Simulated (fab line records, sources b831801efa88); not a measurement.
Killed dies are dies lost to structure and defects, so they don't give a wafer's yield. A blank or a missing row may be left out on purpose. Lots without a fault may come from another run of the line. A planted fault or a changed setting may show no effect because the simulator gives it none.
Split-lot experiment | flow sfq_line | 5 lots, 23 wafers read, on a route of 325 steps

THE SPLIT
At SFQ_TRILAYER_M0_ETCH_METAL_ETCH_024 (etches Nb in Cl2/Ar, stops on SiO2, target depth 240 nm, time 120 s), the setting time_s was moved away from the recipe's 120 s on 7 of the 23 wafers read, by -12.9% to +4.5%. The other wafers ran this setting at the recipe's value.

The reading is taken at the split's own step.

THE READING
oes_product_au, in a.u., at SFQ_TRILAYER_M0_ETCH_METAL_ETCH_024 (etches Nb in Cl2/Ar, stops on SiO2, target depth 240 nm, time 120 s). Fault-free wafers of this fab line usually give 0.897 a.u., standard deviation 0.0061 a.u..

wafer  | tool, chamber at the split | time_s as run, s | against the recipe | oes_product_au, a.u. | against lot-mates on the recipe
L075.1 | rie_metal-01, 1            | 120              | recipe             | 0.891                | -
L075.2 | rie_metal-01, 0            | 120              | recipe             | 0.893                | -
L075.3 | rie_metal-01, 1            | 125.4            | +4.5%              | 0.904                | +0.010
L075.5 | rie_metal-01, 1            | 120              | recipe             | 0.897                | -
L075.6 | rie_metal-01, 0            | 125.4            | +4.5%              | 0.891                | -0.003
L077.1 | rie_metal-01, 1            | 120              | recipe             | 0.899                | -
L077.2 | rie_metal-01, 1            | 120              | recipe             | 0.894                | -
L077.4 | rie_metal-01, 1            | 120              | recipe             | 0.886                | -
L077.5 | rie_metal-01, 1            | 120              | recipe             | 0.886                | -
L077.6 | rie_metal-01, 1            | 120              | recipe             | 0.909                | -
L079.2 | rie_metal-01, 1            | 120              | recipe             | 0.901                | -
L079.4 | rie_metal-01, 1            | 120              | recipe             | 0.897                | -
L079.5 | rie_metal-01, 1            | 120              | recipe             | 0.891                | -
L083.1 | rie_metal-02, 0            | 104.5            | -12.9%             | 0.977                | +0.079
L083.2 | rie_metal-02, 1            | 120              | recipe             | 0.902                | -
L083.3 | rie_metal-02, 1            | 104.5            | -12.9%             | 0.969                | +0.071
L083.4 | rie_metal-02, 0            | 120              | recipe             | 0.897                | -
L083.6 | rie_metal-02, 1            | 120              | recipe             | 0.895                | -
L084.1 | rie_metal-02, 0            | 120              | recipe             | 0.891                | -
L084.2 | rie_metal-02, 1            | 114.8            | -4.3%              | 0.915                | +0.022
L084.3 | rie_metal-02, 0            | 114.8            | -4.3%              | 0.913                | +0.020
L084.4 | rie_metal-02, 1            | 120              | recipe             | 0.895                | -
L084.5 | rie_metal-02, 1            | 114.8            | -4.3%              | 0.911                | +0.018

THE FIT
A straight line over all 23 wafers: oes_product_au changes by -0.00496 a.u. for each +1% of time_s; r = -0.91; the points scatter about the line by 0.01 a.u..
The same after taking each lot's own level away (the mean of its wafers on the recipe; 23 wafers): -0.0048 a.u. for each +1%; r = -0.90; scatter 0.0097 a.u..
On that fit, the largest move of time_s shifts the reading by 0.062 a.u..
The lots' own levels span 0.8930 to 0.8980 a.u., that is 0.8 times the standard deviation above.
So the lot-to-lot level changes the slope little: the two slopes agree.
Check: with one of the wafers moved furthest among these (-12.9%) left out of the fit, the line predicts +0.0565 a.u. for it against its lot-mates. It came out at +0.079 a.u. against them.
Tool readings at the split's step, against how far the setting was moved: oes_product_au r = -0.91.

OTHER SPLITS ON THESE WAFERS
These wafers also went through other splits before the reading. Each is held against what the fit with the lots' levels taken away leaves over:
other split on the same wafers                   | wafers away from the commonest value | r with oes_product_au (lot level and that fit taken away)
SFQ_TRILAYER_INCOMING_OXIDATION_002 temp_c       | 18                                   | +0.18
SFQ_TRILAYER_L0_VIA_LITHO_COAT_013 resist_thk_nm | 6                                    | +0.25
SFQ_TRILAYER_M0_LITHO_COAT_026 resist_thk_nm     | 10                                   | -0.35
SFQ_TRILAYER_M0_LITHO_PEB_024 peb_temp_c         | 7                                    | -0.46

THE WHOLE CHAIN: every reading that the file lists as answering this split, in the file's order
step                                | what it does                                                        | reading                                                                                   | change (the file's fit)                   | r (the file's)
SFQ_TRILAYER_M0_ETCH_METAL_ETCH_024 | etches Nb in Cl2/Ar, stops on SiO2, target depth 240 nm, time 120 s | oes_product_au                                                                            | -0.00504 a.u. for each +1% of the setting | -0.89
SFQ_TRILAYER_M0_ETCH_METAL_ETCH_024 | etches Nb in Cl2/Ar, stops on SiO2, target depth 240 nm, time 120 s | KrF_of_TRILAYER_M0_LITHO_COAT_021.thk_nm (the simulator's own value, which no gauge read) | -1.37 nm for each +1% of the setting      | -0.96

THE FILE'S OWN FIT
oes_product_au changes by -0.00504 a.u. for each +1% of time_s, r = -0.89.
